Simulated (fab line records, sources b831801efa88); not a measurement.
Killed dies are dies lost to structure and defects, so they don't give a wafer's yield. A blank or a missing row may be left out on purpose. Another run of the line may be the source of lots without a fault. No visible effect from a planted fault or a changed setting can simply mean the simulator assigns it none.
Which tool is to blame? | flow gf180mcu | 11 lots with 33 wafers sampled at 3 steps, on a route of 602 steps

## WHAT THE GAUGES READ, wafer by wafer
GF_NWELL_TW_MEAS_11.
lot  | measured    | on            | NWELL_TW
L663 | day 3 07:26 | film_metro-04 | 1548 1548 1551
L664 | day 3 11:31 | film_metro-04 | 1547 1551 1556
L665 | day 3 18:46 | film_metro-02 | 1591 1592 1599
L668 | day 4 10:17 | film_metro-04 | 1548 1552 1558
L669 | day 4 19:48 | film_metro-03 | 1565 1556 1567
L670 | day 4 20:10 | film_metro-04 | 1563 1556 1563
L671 | day 5 04:42 | film_metro-03 | 1574 1573 1570
L673 | day 5 13:38 | film_metro-03 | 1568 1572 1571
L675 | day 6 03:01 | film_metro-03 | 1564 1559 1571
L677 | day 6 12:49 | film_metro-02 | 1582 1588 1955
L680 | day 7 05:03 | film_metro-02 | 1576 1577 1572

## EACH LOT AND THE TOOL THAT RAN IT (in order: tool; ch and the chambers of the sampled wafers; start)
lot  | GF_DNWELL_COAT_02                | GF_DNWELL_STRIP_08
L663 | litho_track-01 ch 0, day 2 11:47 | plasma_asher-01 ch 0,1, day 2 18:28
L664 | litho_track-01 ch 0, day 2 16:28 | plasma_asher-02 ch 0,1, day 2 22:32
L665 | litho_track-01 ch 0, day 2 23:13 | plasma_asher-02 ch 0,1, day 3 05:50
L668 | litho_track-01 ch 0, day 3 14:08 | plasma_asher-04 ch 0,1, day 3 21:01
L669 | litho_track-03 ch 0, day 3 22:50 | plasma_asher-04 ch 0,1, day 4 06:07
L670 | litho_track-04 ch 0, day 3 23:18 | plasma_asher-01 ch 0,1, day 4 06:23
L671 | litho_track-01 ch 0, day 4 07:11 | plasma_asher-02 ch 0,1, day 4 13:56
L673 | litho_track-01 ch 0, day 4 16:47 | plasma_asher-04 ch 0,1, day 4 23:44
L675 | litho_track-03 ch 0, day 5 04:35 | plasma_asher-02 ch 0,1, day 5 11:49
L677 | litho_track-01 ch 0, day 5 13:20 | plasma_asher-02 ch 0,1, day 5 21:25
L680 | litho_track-03 ch 0, day 6 04:43 | plasma_asher-04 ch 0,1, day 6 12:58
- GF_DNWELL_COAT_02: resist thk 3000 nm.
- GF_DNWELL_STRIP_08: strips in O2/N2.

## THE ANSWER, worked out from the rows above alone
Rule: what is usual is taken from the lots themselves. The widest of any qualifying gaps counts: lots, ordered by their means at a reading, are off when they make up no more than a third of the lots, leave a main group of 4 or more, and stand apart from it by 3 or more times the standard deviation of that group's means. Not used: any main group whose means are identical at the precision the tables above print for the reading. Also off: a lot with no number at a reading for which 4 or more lots have one. All remaining lots with rows at the step are treated as sound.
Off: L677, seen at GF_NWELL_TW_MEAS_11 (NWELL_TW). The main group: mean 1565, standard deviation 13.
If a tool, at a process step before that reading, ran all the lots that are off and no sound lot after the first of them, it fits. Gauges at GF_NWELL_TW_MEAS_11: tried the same way as those tools. This does not decide it: 2 tools fit, namely litho_track-01 at GF_DNWELL_COAT_02 and plasma_asher-02 at GF_DNWELL_STRIP_08.

## WHAT THE SIMULATOR HAD PUT IN
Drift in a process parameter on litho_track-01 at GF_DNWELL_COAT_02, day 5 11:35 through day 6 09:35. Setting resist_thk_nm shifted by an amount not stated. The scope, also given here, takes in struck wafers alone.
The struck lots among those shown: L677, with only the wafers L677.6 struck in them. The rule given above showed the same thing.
